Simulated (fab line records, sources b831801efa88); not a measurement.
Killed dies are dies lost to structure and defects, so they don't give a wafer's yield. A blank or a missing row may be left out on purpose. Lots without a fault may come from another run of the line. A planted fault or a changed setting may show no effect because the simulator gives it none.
Which tool did it? | flow sfq_line | 14 lots, 40 wafers sampled, at 1 step of a route of 325

WHAT THE GAUGES READ, wafer by wafer
SFQ_INCOMING_BOW_MEAS_900. Usual: INCOMING_BOW -1 um, standard deviation 6.2.
lot  | measured    | on            | INCOMING_BOW (um) | flag
L227 | day 2 01:00 | film_metro-04 | 0 -1 4            |
L228 | day 2 06:00 | film_metro-02 | -4 -15 -14        |
L229 | day 2 11:04 | film_metro-02 | 0 4 9             |
L230 | day 2 16:00 | film_metro-02 | -8 -1 -6          |
L231 | day 2 21:02 | film_metro-04 | -4 14 -4          |
L232 | day 3 02:01 | film_metro-02 | 2 14 9            |
L234 | day 3 12:00 | film_metro-03 | -13 1 9           |
L235 | day 3 17:00 | film_metro-02 | -4 1 2            |
L236 | day 3 22:00 | film_metro-04 | -2 7 -1           |
L240 | day 4 18:05 | film_metro-03 | 7 0               |
L242 | day 5 04:04 | film_metro-03 | -2 -13            |
L244 | day 5 14:02 | film_metro-04 | 16 3 3            |
L246 | day 6 00:00 | film_metro-04 | -11 -4 1          |
L247 | day 6 05:01 | film_metro-02 | 4 -1 5            |

WHICH TOOL RAN EACH LOT (tool, then ch and the chambers of the sampled wafers, then the start)
The record holds no process step before these readings.

WHAT THE TOOLS THEMSELVES READ (means of the sampled wafers that have a number; where no wafer has one, the mark that the record gives instead)
The record holds no such reading with a usual standard deviation.

THE ANSWER, worked out from the rows above alone
Rule: a lot is off if the mean of its wafers that have a number lies more than 3 standard deviations from the usual mean. A lot without any number at a reading at which 4 lots or more have one is off too. The other lots that the step has rows for count as sound. The gauges are gone through in route order, then the tools' own readings, and for those a lot's mean is taken as printed above. The first step at which some lot is off is used, and at that step the reading that is off furthest; a lot without a number counts as furthest.
No lot is off at any reading shown: from this, nothing can be told.

WHAT THE SIMULATOR HAD PUT IN
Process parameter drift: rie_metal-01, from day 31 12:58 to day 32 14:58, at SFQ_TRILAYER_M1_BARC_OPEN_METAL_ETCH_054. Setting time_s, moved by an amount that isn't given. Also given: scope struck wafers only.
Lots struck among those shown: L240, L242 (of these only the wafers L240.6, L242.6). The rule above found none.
